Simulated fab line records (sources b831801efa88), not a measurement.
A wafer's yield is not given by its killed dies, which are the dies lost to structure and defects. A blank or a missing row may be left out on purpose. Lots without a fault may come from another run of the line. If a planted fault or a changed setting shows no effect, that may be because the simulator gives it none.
Which tool did it?    flow sfq_line    14 lots, 42 wafers sampled, at 1 step of a route of 325

== WHAT THE GAUGES SHOWED, per wafer ==
No reading from a measuring or inspecting step in the record can be judged against a usual standard deviation.

== WHAT TOOL EACH LOT RAN ON (gives the tool, then ch and the chambers of the sampled wafers, and finally the start) ==
lot   SFQ_TRILAYER_M3_LITHO_EXPOSE_076
L640  krf_scanner-02 ch 0, day 44 21:01
L641  krf_scanner-02 ch 0, day 45 00:01
L644  krf_scanner-01 ch 0, day 46 09:45
L647  krf_scanner-01 ch 0, day 47 09:45
L648  krf_scanner-01 ch 0, day 47 18:21
L649  krf_scanner-01 ch 0, day 48 03:09
L650  krf_scanner-01 ch 0, day 48 19:33
L652  krf_scanner-02 ch 0, day 49 17:24
L656  krf_scanner-02 ch 0, day 51 01:48
L657  krf_scanner-02 ch 0, day 51 04:12
L658  krf_scanner-02, day 51 07:00
L659  krf_scanner-02, day 51 09:00
L662  krf_scanner-01 ch 0, day 52 13:53
L663  krf_scanner-02 ch 0, day 53 10:26
- SFQ_TRILAYER_M3_LITHO_EXPOSE_076: exposes mask M3, target cd 500 nm.

== AS READ BY THE TOOLS THEMSELVES (means over the sampled wafers that have a number; for cases with no such wafer, the mark the record gives instead) ==
SFQ_TRILAYER_M3_LITHO_EXPOSE_076. Usual: exposure_dose_mJ_cm2 14.399, standard deviation 0.016; focus_offset_nm 0.0 nm, standard deviation 0.59.
lot   tool            exposure_dose_mJ_cm2  focus_offset_nm (nm)  flag
L640  krf_scanner-02  14.386                -0.1                  
L641  krf_scanner-02  14.395                0.0                   
L644  krf_scanner-01  14.411                -0.4                  
L647  krf_scanner-01  14.413                0.1                   
L648  krf_scanner-01  14.401                0.3                   
L649  krf_scanner-01  14.392                0.4                   
L650  krf_scanner-01  14.408                0.5                   
L652  krf_scanner-02  14.397                -0.3                  
L656  krf_scanner-02  14.419                -0.3                  
L657  krf_scanner-02  14.404                0.0                   
L658  krf_scanner-02  -                     -                     OFF
L659  krf_scanner-02  -                     -                     OFF
L662  krf_scanner-01  14.398                -0.1                  
L663  krf_scanner-02  14.396                -0.0                  

== THE ANSWER, worked out from the rows above alone ==
Rule: take the mean of a lot's wafers that have a number; if it is more than 3 standard deviations from the usual mean, the lot is off. A lot without any number at a reading at which 4 lots or more have one is off too. Any other lot the step has rows for is counted as sound. Order of review: gauges by route order, followed by the tools' own readings, for which a lot's mean as printed above is used. At the first step where some lot is off, the reading lying furthest off is the one used; lots without a number count as furthest.
Off: L658, L659 (SFQ_TRILAYER_M3_LITHO_EXPOSE_076, exposure_dose_mJ_cm2). Without a number there: L658, L659.
A tool fits if, at that step or a process step before it, it ran every lot that is off, and no sound lot after the first of them. None of those tried fits.

== WHAT WAS PUT IN BY THE SIMULATOR ==
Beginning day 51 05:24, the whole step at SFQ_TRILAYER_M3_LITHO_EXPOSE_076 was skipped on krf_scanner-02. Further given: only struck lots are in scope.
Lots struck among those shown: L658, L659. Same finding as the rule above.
